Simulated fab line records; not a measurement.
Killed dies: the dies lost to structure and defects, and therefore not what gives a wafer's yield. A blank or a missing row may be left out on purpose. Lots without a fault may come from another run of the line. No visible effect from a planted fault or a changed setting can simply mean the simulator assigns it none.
The tool behind it: which one? | flow sky130 | 12 lots, 36 wafers sampled, at 1 step of a route of 708

## WHAT EACH GAUGE READ, for each wafer
SKY_NWELL_TW_MEAS_26.
lot  | measured     | on            | NWELL_2_TW
L075 | day 5 14:38  | film-metro-03 | 492 493 493
L077 | day 5 22:31  | film-metro-01 | 501 498 504
L079 | day 6 13:34  | film-metro-02 | 489 490 489
L081 | day 6 17:53  | film-metro-03 | 496 494 493
L083 | day 7 09:16  | film-metro-03 | 495 497 495
L085 | day 7 21:43  | film-metro-02 | 489 487 486
L087 | day 8 09:35  | film-metro-01 | 494 498 496
L089 | day 8 18:52  | film-metro-01 | 495 497 495
L091 | day 9 10:40  | film-metro-03 | 495 496 496
L097 | day 11 13:16 | film-metro-03 | 490 493 494
L095 | day 11 14:16 | film-metro-03 | 495 494 491
L093 | day 11 15:38 | film-metro-01 | 493 491 491

## WHAT TOOL EACH LOT RAN ON (gives the tool, then ch and the chambers of the sampled wafers, and finally the start)
Before these readings, the record contains no process step.

## THE ANSWER, worked out from the rows above alone
Rule: the usual values come from the lots themselves. The widest of any qualifying gaps counts: lots, ordered by their means at a reading, are off when they make up no more than a third of the lots, leave a main group of 4 or more, and stand apart from it by 3 or more times the standard deviation of that group's means. A main group is skipped when, at the precision printed for the reading in the tables above, its means are all equal. A lot without any number at a reading at which 4 lots or more have one is off too. The other lots that the step has rows for count as sound.
Nothing can be told from this: no lot is off at any reading shown.

## WHAT THE SIMULATOR HAD PUT IN
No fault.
